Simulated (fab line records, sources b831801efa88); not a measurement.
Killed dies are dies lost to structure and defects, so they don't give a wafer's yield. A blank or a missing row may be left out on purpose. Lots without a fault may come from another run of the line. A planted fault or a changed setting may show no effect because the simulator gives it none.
Chamber matching | flow gf180mcu | GF_V3_CVD_02 on pecvd-01: 3 sister chambers
The step deposits SiO2 from TEOS, target thk 850 nm, time 94.851 s. 6 wafers are shown with their chamber, then 8 later ones without.

WAFERS WITH THEIR CHAMBER
wafer  | chamber | heater_power_outer_w (W) | heater_power_w (W)
L820.4 | 1       | 437                      | 753
L821.6 | 0       | 273                      | 539
L830.4 | 1       | 314                      | 610
L830.5 | 0       | 223                      | 480
L830.6 | 2       | 448                      | 722
L833.1 | 2       | 420                      | 679

WAFERS WITHOUT THEIR CHAMBER
wafer  | heater_power_outer_w (W) | heater_power_w (W)
L833.2 | 250                      | 528
L833.4 | 456                      | 718
L836.4 | 429                      | 679
L836.5 | 460                      | 731
L836.6 | 328                      | 614
L837.2 | 406                      | 669
L837.3 | 407                      | 757
L837.5 | 444                      | 706

WHICH CHAMBER EACH WENT THROUGH
wafer  | from the rows above          | in truth
L833.2 | 0                            | 0
L833.4 | can't be placed: 2 or 1      | 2
L836.4 | can't be placed: 2 or 1      | 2
L836.5 | can't be placed: 2 or 1      | 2
L836.6 | can't be placed: 1 or 0 or 2 | 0
L837.2 | can't be placed: 1 or 2      | 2
L837.3 | can't be placed: 2 or 1      | 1
L837.5 | can't be placed: 2 or 1      | 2
Placed correctly: 1 of 8. Can't be placed from these rows: 7 (the true chamber is among the candidates in 7). Placed wrongly: 0.
How it was worked out, from the rows above alone: a wafer's distance from a chamber is the root of the sum, over the readings, of the square of ((its reading less the chamber's mean) divided by the reading's scatter). The wafer belongs to the nearest chamber; if the next one is less than 2 further off, it can't be placed. A chamber's mean is the mean of its shown wafers. The scatter: the root of (the sum of the squares of (reading less its chamber's mean) over the shown wafers, divided by (wafers less chambers)).
